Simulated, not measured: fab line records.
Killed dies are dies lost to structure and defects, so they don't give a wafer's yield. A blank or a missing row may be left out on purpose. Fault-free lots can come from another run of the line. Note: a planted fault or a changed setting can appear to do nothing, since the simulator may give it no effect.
Matching of chambers || flow sky130 || 4 sister chambers for SKY_POLY_CUT_ETCH_11 on rie-diel-03
The step etches Si3N4 in CF4/CH2F2/Ar, stops on poly-Si, time 42.5 s, target depth 60 nm. 4 wafers are shown with their chamber, then 8 later ones without.

## WAFERS PAIRED WITH THEIR CHAMBERS
{"wafer": "L255.4", "chamber": 3, "oes-product-au (a.u.)": 0.813}
{"wafer": "L257.3", "chamber": 2, "oes-product-au (a.u.)": 0.840}
{"wafer": "L257.6", "chamber": 0, "oes-product-au (a.u.)": 0.827}
{"wafer": "L258.1", "chamber": 1, "oes-product-au (a.u.)": 0.822}

## WAFERS WITHOUT THEIR CHAMBER
{"wafer": "L258.3", "oes-product-au (a.u.)": 0.827}
{"wafer": "L258.6", "oes-product-au (a.u.)": 0.832}
{"wafer": "L260.1", "oes-product-au (a.u.)": 0.829}
{"wafer": "L260.3", "oes-product-au (a.u.)": 0.821}
{"wafer": "L260.4", "oes-product-au (a.u.)": 0.831}
{"wafer": "L261.2", "oes-product-au (a.u.)": 0.828}
{"wafer": "L261.3", "oes-product-au (a.u.)": 0.831}
{"wafer": "L261.4", "oes-product-au (a.u.)": 0.832}

## WHICH CHAMBER EACH WENT THROUGH
{"wafer": "L258.3", "from the rows above": "can't be placed: 0 or 1", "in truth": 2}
{"wafer": "L258.6", "from the rows above": "can't be placed: 0 or 2 or 1", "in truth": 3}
{"wafer": "L260.1", "from the rows above": "can't be placed: 0 or 1", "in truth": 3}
{"wafer": "L260.3", "from the rows above": "can't be placed: 1 or 0", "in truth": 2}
{"wafer": "L260.4", "from the rows above": "can't be placed: 0 or 1 or 2", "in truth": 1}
{"wafer": "L261.2", "from the rows above": "can't be placed: 0 or 1", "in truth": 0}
{"wafer": "L261.3", "from the rows above": "can't be placed: 0 or 1 or 2", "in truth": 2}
{"wafer": "L261.4", "from the rows above": "can't be placed: 0 or 2 or 1", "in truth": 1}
Correctly placed: 0 of 8. Not placeable from these rows: 8 (in 4, the candidates include the true chamber). Placed wrongly: 0.
How it was worked out, from the rows above alone: a wafer's distance from a chamber is the root of the sum, over the readings, of the square of ((its reading less the chamber's mean) divided by the reading's scatter). If the next closest chamber is less than 2 further off than the closest, the wafer can't be placed; otherwise it belongs to the closest. A chamber's mean is the mean of its shown wafers. The scatter: with one shown wafer a chamber, the root of the mean of the squares of how far each hidden wafer lies from its nearest shown one.
